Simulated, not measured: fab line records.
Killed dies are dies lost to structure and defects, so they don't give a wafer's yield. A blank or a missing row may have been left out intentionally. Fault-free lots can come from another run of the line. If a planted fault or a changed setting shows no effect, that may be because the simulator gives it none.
Comparing a struck lot with a sound one || flow gf180mcu || 23 out of 602 route steps
Sound: wafers L183.1, L183.4, L183.6. The struck wafers were L185.3, L185.5, L185.6. The cause is named last.
Order at every step that has rows: each side's tool, ch and its chambers, its first start. Under that, the readings that differ: sound wafers || struck wafers || difference of the means || sigmas: that difference in standard deviations of wafers without a fault.
alike: words and numbers the same on both sides, and readings whose means are apart by under 2 such deviations; not compared: readings that were withheld, readings missing a value for some wafer, numbers with overlapping values and no deviation given by the record, and bounds like >300 which may hide the same value.
The two part at a step that has a row with sigmas, a row that says differs or no value, or rows on one side only. When numbers do not overlap yet have no deviation, they are printed without sigmas and do not part them. Lack of a reading on every wafer of one side parts them only where that side has two or more wafers.

first, 2 steps without rows for these wafers: GF_HV_LDD_PEB_29; GF_HV_LDD_DEVELOP_30 (develop time 60 s).
GF_HV_LDD_CD_MEAS_31: target cd 400 nm.
  struck on cd_sem-02, day 15 09:02; sound on cd_sem-01, day 14 12:04
  alike: cd_nm
GF_HV_LDD_OVL_MEAS_32:
  struck on overlay-02, day 15 09:08; sound on overlay-01, day 14 12:11
{"reading": "HV_LDD_02_OVL (nm)", "sound": "-2.3 -1.2 -1.5", "struck": "1.0 1.7 1.4", "difference": "+3.0", "sigmas": "+2"}
then, 4 steps without rows for these wafers: GF_HV_LDD_IMPLANT_33; GF_HV_LDD_IMPLANT_34; GF_HV_LDD_IMPLANT_35; GF_HV_LDD_IMPLANT_36.
GF_HV_LDD_STRIP_37: strips in O2/N2.
  sound on plasma_asher-01 ch 0,1, day 14 12:49; struck on plasma_asher-04 ch 0,1, day 15 09:47
  alike: drypump_motor_current_A, heater_power_w, oes_product_au, strip_time_to_endpoint_s
  not compared: rf_hours_counter_h
GF_HV_LDD_TW_MEAS_38:
  struck on film_metro-01, day 15 09:52; sound on film_metro-04, day 14 12:55
  alike: HV_LDD_3_TW
then, 2 steps without rows for these wafers: GF_HV_LDD_DEHYDRATE_39 (time 60 s); GF_HV_LDD_HMDS_40 (prime time 60 s).
GF_HV_LDD_COAT_41: resist thk 1000 nm.
  sound on litho_track-02 ch 0, day 14 23:24; struck on litho_track-02 ch 0, day 15 20:51
{"reading": "spin_speed_rpm (rpm)", "sound": "3002.8 3002.9 2999.9", "struck": "3627.7 3628.1 3626.6", "difference": "+625.6", "sigmas": "+99 or more"}
{"reading": "model.NOVOLAK_of_HV_LDD_COAT_41.thk_nm (nm)", "sound": "1001 1005 999.1", "struck": "911 911.4 905.7", "difference": -92, "sigmas": ""}
then, 3 steps without rows for these wafers: GF_HV_LDD_SOFTBAKE_42 (time 60 s); GF_HV_LDD_EXPOSE_43 (exposes mask Pplus HV AREA, target cd 400 nm); GF_HV_LDD_PEB_44.
GF_HV_LDD_DEVELOP_45: develop time 60 s.
  sound on litho_track-02 ch 0, day 15 09:48; struck on litho_track-04 ch 0, day 16 07:13
{"reading": "model.NOVOLAK_of_HV_LDD_COAT_41.thk_nm (nm)", "sound": "1001 1005 998.7", "struck": "910.6 911 905.3", "difference": -92.6, "sigmas": ""}
GF_HV_LDD_CD_MEAS_46: target cd 400 nm.
  struck on cd_sem-01, day 16 07:22; sound on cd_sem-01, day 15 09:57
{"reading": "cd_nm (nm)", "sound": "403.5 403.2 405.1", "struck": "409.5 412.4 408.3", "difference": "+6.1", "sigmas": "+3"}
GF_HV_LDD_OVL_MEAS_47:
  struck on overlay-02, day 16 07:27; sound on overlay-02, day 15 10:04
  alike: HV_LDD_03_OVL
then, 1 step without rows for these wafers: GF_HV_LDD_IMPLANT_48.
GF_HV_LDD_STRIP_49: strips in O2/N2.
  sound on plasma_asher-01 ch 0,1, day 15 10:15; struck on plasma_asher-04 ch 0,1, day 16 07:40
{"reading": "strip_time_to_endpoint_s (s)", "sound": "12.64 12.69 12.60", "struck": "11.60 11.58 11.53", "difference": -1.07, "sigmas": -28}
  alike: drypump_motor_current_A, heater_power_w, oes_product_au
  not compared: rf_hours_counter_h
GF_HV_LDD_TW_MEAS_50:
  struck on film_metro-04, day 16 07:45; sound on film_metro-02, day 15 10:21
  alike: HV_LDD_4_TW
-- a jump in the record: the struck wafers' starts before and after are 16 days apart (it breaks off in module HV_LDD and resumes in module PASSIVATION, where the first step shown is number 602 of the route) --
GF_PASSIVATION_PROBE_99:
  rows exist in the record for the struck wafers here (prober-02, day 32 11:30), but not for the sound ones

## WHERE THEY PART
Earliest at GF_HV_LDD_OVL_MEAS_32; latest, in this record, at GF_PASSIVATION_PROBE_99.

WHY: whatever the simulator had introduced
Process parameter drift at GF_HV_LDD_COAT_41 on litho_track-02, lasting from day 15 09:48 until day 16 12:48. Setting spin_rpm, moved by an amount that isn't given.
